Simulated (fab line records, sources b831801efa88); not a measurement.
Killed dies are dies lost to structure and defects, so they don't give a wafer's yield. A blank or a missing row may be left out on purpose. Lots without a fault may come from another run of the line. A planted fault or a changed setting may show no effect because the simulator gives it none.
fab line records | flow gf180mcu
record lots=13 wafers=39 last_day=34
route steps=602 shown M4@473 V4@479
lots that met no fault: from a run of the same line without faults
start_h: hours from the record's first day to the start of the lot's first wafer shown | wait_h: hours since the lot's step before | " the same as in the row above | L1.1+2: a row that stands for several wafers | - no value, or no start given | * or withheld: withheld | < > ~ a bound
route shown NAME@n: a module of which the file shows steps, and the number in the route of the first | usual: mean/standard deviation of fault-free wafers | same: alike in all rows | chamber/n: place in a boat | sites: the reading at each site | _std_site: their standard deviation | _edge_site: outer sites' mean less inner sites' | radius_mm: how far each site lies from the wafer's centre | mask NAME#n: copy n | behind: the tool/chamber that last shaped the wafer | hold: why the lot was held/for how many hours/how that ended | device: the transistor (n, p or np) that didn't switch | end of line: the same wafers' tests at the end of the route | a step without rows: its recipe alone | killed: dies lost to structure and defects at the first sort, not the wafer's yield | map: a wafer's dies, x killed, . not, _ none there
set.NAME: the setting as run; set.NAME@STEP: as run at that earlier step | model.NAME: the simulator's own value behind a step, which no gauge read
steps of the route over a sample of lots; a table a step, a row a wafer
services: from which hour (start_h, from the record's first day; less than 0 if before it) a tool's chamber was out of use, for how many hours, and why
## steps
# step GF_M4_STRIP_17
# recipe chemistry=O2/N2 power_w=1400 pressure_mtorr=1500 platen_temp_c=250 o2_flow_sccm=3000 n2_flow_sccm=300 overash_fraction=0.5
# usual drypump_motor_current_A=5.8/0.54 heater_power_w=345/37 oes_product_au=0.557/0.0052 strip_time_to_endpoint_s=7.86/0.033
# columns lot.wafer tool chamber start_h wait_h drypump_motor_current_A heater_power_w oes_product_au rf_hours_counter_h strip_time_to_endpoint_s
L568.2 plasma_asher-02 1 546.92 0.1 6.2 381 0.564 46 7.87
L568.3 " 1 " " 6.2 379 0.555 - 7.86
L568.5 " 0 " " 5.1 348 0.556 - 7.86
L569.1 plasma_asher-02 1 557.99 0.1 6.2 371 0.552 48 7.83
L569.2 " 0 " " 5.1 364 0.557 48 7.86
L569.3 " 1 " " 6.2 379 0.556 - 7.89
L571.2 plasma_asher-01 0 571.94 0.1 6.6 261 0.558 81 7.85
L571.5 " 1 " " 5.8 357 0.555 - 7.81
L571.6 " 0 " " 6.6 256 0.562 - 7.85
L572.2 plasma_asher-02 0 577.12 0.1 5.1 355 0.569 50 7.91
L572.3 " 0 " " 5.1 344 0.566 - 7.92
L572.6 " 1 " " 6.2 375 0.555 - 7.89
L573.3 plasma_asher-03 0 586.40 0.1 5.3 337 0.556 - 7.85
L573.5 " 1 " " 5.9 322 0.548 - 7.84
L573.6 " 0 " " 5.3 338 0.550 - 7.86
L574.3 plasma_asher-01 0 592.77 0.1 6.6 261 0.551 - 7.81
L574.4 " 1 " " 5.8 375 0.555 - 7.85
L574.6 " 1 " " 5.8 369 0.561 - 7.82
L580.1 plasma_asher-03 1 635.24 0.1 5.9 336 0.557 20 7.86
L580.3 " 1 " " 5.9 334 0.544 - 7.84
L580.5 " 1 " " 5.9 335 0.554 - 7.84
L582.3 plasma_asher-01 0 653.01 0.1 6.6 261 0.563 - 7.87
L582.4 " 1 " " 5.8 363 0.560 - 7.89
L582.6 " 0 " " 6.6 260 0.556 - 7.89
L583.2 plasma_asher-02 1 656.08 0.1 6.2 380 0.543 58 7.84
L583.4 " 0 " " 5.1 353 0.565 - 7.88
L583.5 " 1 " " 6.2 370 0.562 - 7.92
L584.1 plasma_asher-02 0 663.28 0.1 5.1 348 0.560 59 7.88
L584.3 " 1 " " 6.2 387 0.558 - 7.91
L584.4 " 0 " " 5.1 358 0.559 - 7.88
L588.4 plasma_asher-02 1 691.21 0.1 6.2 380 0.549 - 7.76
L588.5 " 1 " " 6.2 372 0.555 - 7.90
L588.6 " 0 " " 5.0 343 0.552 - 7.81
L589.1 plasma_asher-01 1 697.28 0.2 5.8 370 0.553 93 7.81
L589.3 " 1 " " 5.8 369 0.563 - 7.83
L589.6 " 1 " " 5.8 367 0.554 - 7.82
L591.1 plasma_asher-02 0 710.69 0.1 5.1 354 0.556 63 7.85
L591.2 " 1 " " 6.2 368 0.554 63 7.84
L591.5 " 1 " " 6.2 368 0.551 - 7.84
# step GF_V4_THK_MEAS_03
# recipe reads=SiO2_of_V4_CVD_02
# usual V4_CVD_02_THK=849/11
# columns lot.wafer tool chamber start_h wait_h V4_CVD_02_THK[nm]
L568.2 film_metro-04 - 547.69 0.0 865
L568.3 " - " " 857
L568.5 " - " " 872
L569.1 film_metro-04 - 558.75 0.0 861
L569.2 " - " " 843
L569.3 " - " " 846
L571.2 film_metro-01 - 572.68 0.0 839
L571.5 " - " " 847
L571.6 " - " " 848
L572.2 film_metro-03 - 577.86 0.0 853
L572.3 " - " " 852
L572.6 " - " " 867
L573.3 film_metro-04 - 587.12 0.1 845
L573.5 " - " " 867
L573.6 " - " " 857
L574.3 film_metro-04 - 593.52 0.1 838
L574.4 " - " " 845
L574.6 " - " " 863
L580.1 film_metro-04 - 636.02 0.0 848
L580.3 " - " " 844
L580.5 " - " " 851
L582.3 film_metro-04 - 653.73 0.1 832
L582.4 " - " " 851
L582.6 " - " " 864
L583.2 film_metro-03 - 657.16 0.0 839
L583.4 " - " " 842
L583.5 " - " " 858
L584.1 film_metro-03 - 664.01 0.0 839
L584.3 " - " " 833
L584.4 " - " " 838
L588.4 film_metro-03 - 691.94 0.0 866
L588.5 " - " " 857
L588.6 " - " " 845
L589.1 film_metro-01 - 698.01 0.0 818
L589.3 " - " " 839
L589.6 " - " " 840
L591.1 film_metro-01 - 711.43 0.0 858
L591.2 " - " " 852
L591.5 " - " " 880
# step GF_V4_CMP_04
# recipe material=SiO2 down_force_psi=4 platen_rpm=60 pad_velocity_m_s=0.94248
# usual motor_current_A=12.1/0.93 slurry_filter_dp_kPa=13.51/0.14 time_to_endpoint_s=81/5.4
# columns lot.wafer tool chamber start_h wait_h motor_current_A slurry_filter_dp_kPa time_to_endpoint_s
L568.3 cmp-01 0 547.79 0.1 10.9 13.65 87
L568.2 " 2 " " 13.9 13.37 89
L568.5 " 0 " " 10.9 13.48 87
L569.3 cmp-01 0 558.81 0.0 10.6 13.43 80
L569.2 " 1 " " 12.1 13.22 78
L569.1 " 2 " " 13.9 13.39 87
L571.2 cmp-02 2 572.73 0.0 11.7 13.60 85
L571.6 " 2 " " 12.0 13.80 89
L571.5 " 3 " " 11.6 13.49 78
L572.2 cmp-01 3 577.91 0.0 12.5 13.40 87
L572.3 " 1 " " 11.7 13.58 83
L572.6 " 0 " " 11.2 13.07 85
L573.3 cmp-01 3 587.26 0.1 13.1 13.51 78
L573.6 " 1 " " 12.0 13.47 80
L573.5 " 2 " " 13.9 13.34 85
L574.3 cmp-02 3 593.56 0.0 11.4 13.30 78
L574.4 " 1 " " 13.0 13.48 82
L574.6 " 3 " " 11.5 13.45 88
L580.3 cmp-01 3 636.18 0.1 12.6 13.37 45
L580.1 " 0 " " 11.1 13.72 43
L580.5 " 1 " " 11.4 13.57 44
L582.4 cmp-01 2 653.82 0.1 13.2 13.43 43
L582.3 " 3 " " 12.6 13.60 42
L582.6 " 1 " " 11.8 13.85 45
L583.2 cmp-01 3 657.21 0.0 13.1 13.66 42
L583.4 " 1 " " 11.5 13.32 41
L583.5 " 3 " " 13.1 13.34 49
L584.4 cmp-02 3 664.12 0.1 11.1 13.51 73
L584.1 " 0 " " 11.0 13.49 76
L584.3 " 1 " " 13.5 13.56 75
L588.4 cmp-02 0 692.07 0.1 11.6 13.41 90
L588.5 " 2 " " 12.2 13.50 87
L588.6 " 3 " " 12.1 13.36 75
L589.1 cmp-02 3 698.12 0.1 11.5 13.63 67
L589.3 " 1 " " 12.8 13.61 78
L589.6 " 3 " " 11.8 13.51 76
L591.1 cmp-02 2 711.49 0.1 12.2 13.55 88
L591.2 " 0 " " 11.8 13.58 79
L591.5 " 3 " " 11.5 13.64 84
# step GF_V4_OVL_MEAS_15
# usual V4_OVL=-2/5.5
# columns lot.wafer tool chamber start_h wait_h V4_OVL[nm]
L568.2 overlay-01 - 570.50 0.1 -6
L568.3 " - " " 2
L568.5 " - " " 3
L569.1 overlay-02 - 581.19 0.1 0
L569.2 " - " " 5
L569.3 " - " " -1
L571.2 overlay-02 - 594.63 0.1 8
L571.5 " - " " 5
L571.6 " - " " 7
L572.2 overlay-01 - 599.80 0.1 3
L572.3 " - " " 1
L572.6 " - " " 8
L573.3 overlay-01 - 608.71 0.1 0
L573.5 " - " " 2
L573.6 " - " " 1
L574.3 overlay-02 - 615.24 0.1 8
L574.4 " - " " 2
L574.6 " - " " 4
L580.1 overlay-01 - 656.88 0.1 -1
L580.3 " - " " 1
L580.5 " - " " 2
L582.3 overlay-01 - 673.66 0.1 -1
L582.4 " - " " 8
L582.6 " - " " 7
L583.2 overlay-02 - 676.90 0.1 -8
L583.4 " - " " -13
L583.5 " - " " -7
L584.1 overlay-01 - 683.73 0.1 -1
L584.3 " - " " 1
L584.4 " - " " -10
L588.4 overlay-01 - 710.91 0.1 -2
L588.5 " - " " -4
L588.6 " - " " -1
L589.1 overlay-01 - 715.99 0.1 -2
L589.3 " - " " 2
L589.6 " - " " 2
L591.1 overlay-01 - 729.48 0.1 0
L591.2 " - " " -4
L591.5 " - " " -4
## services
# columns tool chamber start_h hours kind
cmp-01 - 525.32 0.4 repair
cmp-01 - 542.90 0.3 repair
cmp-01 - 572.28 4.0 pm
cmp-01 - 576.28 - consumable_replace:conditioner
cmp-01 - 576.28 - consumable_replace:pad
cmp-02 - 611.90 1.1 repair
plasma_asher-01 - 623.60 4.3 pm
plasma_asher-01 - 682.39 14.6 pm
plasma_asher-02 - 691.42 0.8 repair
plasma_asher-02 - 707.43 2.8 pm
## key
first_sign step=GF_V4_CMP_04 reading=time_to_endpoint_s direction=down sigmas=7 usual=* struck=*
effect none on later readings
met_at GF_V4_CMP_04
struck_lots L580,L582,L583
not_acting_at GF_M4_STRIP_17,GF_V4_THK_MEAS_03,GF_V4_OVL_MEAS_15
onset_between 587.26 636.18
fault kind=process_parameter_drift tool=cmp-01 chamber=- onset_h=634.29 steps=GF_V4_CMP_04 channel=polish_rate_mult offset=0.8 shape=step end_h=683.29
